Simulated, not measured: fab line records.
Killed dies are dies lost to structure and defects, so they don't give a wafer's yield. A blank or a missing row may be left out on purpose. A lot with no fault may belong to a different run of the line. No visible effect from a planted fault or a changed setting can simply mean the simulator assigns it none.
A lot that was struck, set against a sound lot | flow sfq line | 42 out of 325 route steps
Sound: these wafers, L689.4, L689.5, L689.6. Wafers struck: L701.1, L701.5. At the end, the cause is stated.
For every step that has rows: the tool of each side, followed by ch and its chambers, followed by its first start. Under that, the readings that differ: sound wafers | struck wafers | difference of the means | sigmas: that difference in standard deviations of wafers without a fault.
alike: same words and numbers on both sides, and readings whose means sit less than 2 such deviations apart. not compared: any withheld reading, any reading some wafer has no value for, any bound like >300 that may hide the same value, and any number with overlapping values for which the record gives no deviation.
A row with sigmas, a row that says differs or no value, or rows on one side alone: a step with any of these is where the two part. Numbers that don't overlap but have no deviation are shown without sigmas and don't part them. Lack of a reading on every wafer of one side parts them only where that side has two or more wafers.

first, 6 steps without rows for these wafers: SFQ_TRILAYER_M3_LITHO_COAT_080 (resist thk 62 nm); SFQ_TRILAYER_M3_LITHO_COAT_075 (resist thk 600 nm); SFQ_TRILAYER_M3_LITHO_SOFTBAKE_079; SFQ_TRILAYER_M3_LITHO_EXPOSE_076 (exposes mask M3, target cd 500 nm); SFQ_TRILAYER_M3_LITHO_PEB_078 (peb time 60 s); SFQ_TRILAYER_M3_LITHO_DEVELOP_077 (time 60 s).
SFQ_M3_OVL_MEAS_921:
  sound: overlay-01 at day 40 11:36; struck: overlay-02 at day 43 10:11
  alike: M3_OVL
SFQ_TRILAYER_M3_BARC_OPEN_METAL_ETCH_100: etches BARC in O2, target depth 125 nm, time 41.7 s.
  sound on rie metal-02 ch 0,1, day 40 11:38; struck on rie metal-04 ch 1, day 43 10:13
  alike: bias w, drypump motor current A, oes product au
  not compared: rf hours counter h
then, 1 step without rows for these wafers: SFQ_TRILAYER_M3_ETCH_METAL_ETCH_078 (etches Nb in Cl2/Ar, stops on SiO2, target depth 240 nm, time 120 s).
SFQ_TRILAYER_M3_STRIP_STRIP_079: strips in O2.
  sound on rie metal-02 ch 0,1, day 40 12:00; struck on rie metal-04 ch 1, day 43 10:24
  alike: drypump motor current A, oes product au
  not compared: rf hours counter h
then, 1 step without rows for these wafers: SFQ_TRILAYER_M3_STRIP_SOLV_CLEAN_080 (cleans in NMP, time 600 s).
SFQ_TRILAYER_I3_DEP_PECVD_081: deposits SiO2 from SiH4/N2O, time 111.11 s, target thk 500 nm.
  sound on pecvd-01 ch 0,1,2, day 40 12:38; struck on pecvd-04 ch 0,2, day 43 11:11
  alike: heater power w, susceptor temp C, throttle valve pct
SFQ_TRILAYER_I3_CMP_CMP_082: polishes SiO2.
  sound on cmp-02 ch 0,1,2, day 40 15:28; struck on cmp-01 ch 0,1, day 43 17:56
  reading                                             | sound             | struck    | difference | sigmas
  model.SiO2_of_TRILAYER_I3_DEP_PECVD_081.thk nm (nm) | 200.4 198.8 200.9 | 252 250.8 | +51        |
  alike: head pressure psi, motor current A, time to endpoint s
SFQ_I3_BOW_MEAS_922:
  sound: film metro-03 at day 40 17:02; struck: film metro-04 at day 43 21:46
  reading     | sound    | struck | difference                    | sigmas
  I3_BOW (um) | -7 -9 -9 | - -    | no value on the struck wafers |
SFQ_TRILAYER_I3_METRO_MEASURE_083:
  sound: film metro-03 at day 40 17:41; struck: film metro-04 at day 44 01:53
  reading     | sound             | struck      | difference | sigmas
  thk nm (nm) | 200.4 199.0 201.0 | 251.9 250.9 | +51.3      | +39
then, 6 steps without rows for these wafers: SFQ_TRILAYER_I3_VIA_LITHO_COAT_090 (resist thk 62 nm); SFQ_TRILAYER_I3_VIA_LITHO_COAT_085 (resist thk 650 nm); SFQ_TRILAYER_I3_VIA_LITHO_SOFTBAKE_089; SFQ_TRILAYER_I3_VIA_LITHO_EXPOSE_086 (exposes mask I3, target cd 500 nm); SFQ_TRILAYER_I3_VIA_LITHO_PEB_088 (peb time 60 s); SFQ_TRILAYER_I3_VIA_LITHO_DEVELOP_087 (time 60 s).
SFQ_I3_OVL_MEAS_923:
  sound: overlay-02 at day 40 21:46; struck: overlay-02 at day 44 18:28
  alike: I3_OVL
then, 1 step without rows for these wafers: SFQ_TRILAYER_I3_VIA_BARC_OPEN_VIA_ETCH_121 (etches BARC in O2, target depth 125 nm, time 41.7 s).
SFQ_TRILAYER_I3_VIA_ETCH_VIA_ETCH_088: etches SiO2 in CHF3, stops on Nb, target depth 260 nm.
  sound on rie diel-01 ch 0,3, day 40 21:49; struck on rie diel-04 ch 0,1, day 44 18:32
  reading                        | sound             | struck      | difference | sigmas
  oes product au (a.u.)          | 0.865 0.850 0.856 | 0.973 0.964 | +0.111     | +22
  model.I3.feature depth nm (nm) | 200.4 198.8 200.9 | 252 250.8   | +51        |
  model.etch.depth nm (nm)       | 200.4 198.8 200.9 | 252 250.8   | +51        |
  alike: bias w, drypump motor current A
SFQ_TRILAYER_I3_VIA_STRIP_STRIP_089: strips in O2.
  sound on rie metal-01 ch 0,1, day 40 22:08; struck on rie metal-04 ch 0, day 44 18:38
  alike: drypump motor current A, oes product au
  not compared: rf hours counter h
then, 1 step without rows for these wafers: SFQ_TRILAYER_I3_VIA_STRIP_SOLV_CLEAN_090 (cleans in NMP, time 600 s).
SFQ_TRILAYER_M4_DEP_PRE_CLEAN_092: time 22.5 s.
  sound: pvd sputter-06 at day 40 22:43; struck: pvd sputter-05 at day 44 19:25
  reading                                             | sound             | struck      | difference | sigmas
  model.SiO2_of_TRILAYER_I3_DEP_PECVD_081.thk nm (nm) | 192.9 191.3 193.4 | 244.5 243.3 | +51.4      |
then, 1 step without rows for these wafers: SFQ_TRILAYER_M4_DEP_SPUTTER_091 (material Nb, target thk 200 nm, time 133.3 s).
SFQ_M4_RS_MEAS_924: a four-point-probe measurement.
  sound: film metro-03 at day 40 22:53; struck: film metro-02 at day 44 19:33
  alike: M4_NB_RS
then, 6 steps without rows for these wafers: SFQ_TRILAYER_M4_LITHO_COAT_098 (resist thk 62 nm); SFQ_TRILAYER_M4_LITHO_COAT_093 (resist thk 600 nm); SFQ_TRILAYER_M4_LITHO_SOFTBAKE_097; SFQ_TRILAYER_M4_LITHO_EXPOSE_094 (exposes mask M4, target cd 500 nm); SFQ_TRILAYER_M4_LITHO_PEB_096 (peb time 60 s); SFQ_TRILAYER_M4_LITHO_DEVELOP_095 (time 60 s).
SFQ_M4_OVL_MEAS_926:
  sound: overlay-02 at day 41 01:17; struck: overlay-02 at day 45 12:34
  alike: M4_OVL
then, 4 steps without rows for these wafers: SFQ_TRILAYER_M4_BARC_OPEN_METAL_ETCH_123 (etches BARC in O2, target depth 125 nm, time 41.7 s); SFQ_TRILAYER_M4_ETCH_METAL_ETCH_096 (etches Nb in Cl2/Ar, stops on SiO2, target depth 240 nm, time 120 s); SFQ_TRILAYER_M4_STRIP_STRIP_097 (strips in O2); SFQ_TRILAYER_M4_STRIP_SOLV_CLEAN_098 (cleans in NMP, time 600 s).
SFQ_TRILAYER_I4_DEP_PECVD_099: deposits SiO2 from SiH4/N2O, time 111.11 s, target thk 500 nm.
  sound on pecvd-02 ch 0,1,2, day 41 02:18; struck on pecvd-03 ch 1, day 45 13:44
  alike: heater power w, susceptor temp C, throttle valve pct
-- the record jumps here: 39 days lie between the struck wafers' starts before and after --
SFQ_M8_BOW_MEAS_951:
  sound: film metro-04 at day 77 02:29; struck: film metro-01 at day 84 18:38
  reading                 | sound            | struck     | difference | sigmas
  model.etest.i3.link ohm | 1.931 1.953 1.93 | 1.986 1.97 | +0.040     |
  alike: M8_BOW

== WHERE THEY PART ==
Last at SFQ_TRILAYER_I3_VIA_ETCH_VIA_ETCH_088 as far as this record goes, first at SFQ_I3_BOW_MEAS_922. Later steps at which nothing parts them and some readings are alike: SFQ_TRILAYER_I3_VIA_STRIP_STRIP_089, SFQ_M4_RS_MEAS_924, SFQ_M4_OVL_MEAS_926, SFQ_TRILAYER_I4_DEP_PECVD_099, SFQ_M8_BOW_MEAS_951.

WHY: whatever the simulator had introduced
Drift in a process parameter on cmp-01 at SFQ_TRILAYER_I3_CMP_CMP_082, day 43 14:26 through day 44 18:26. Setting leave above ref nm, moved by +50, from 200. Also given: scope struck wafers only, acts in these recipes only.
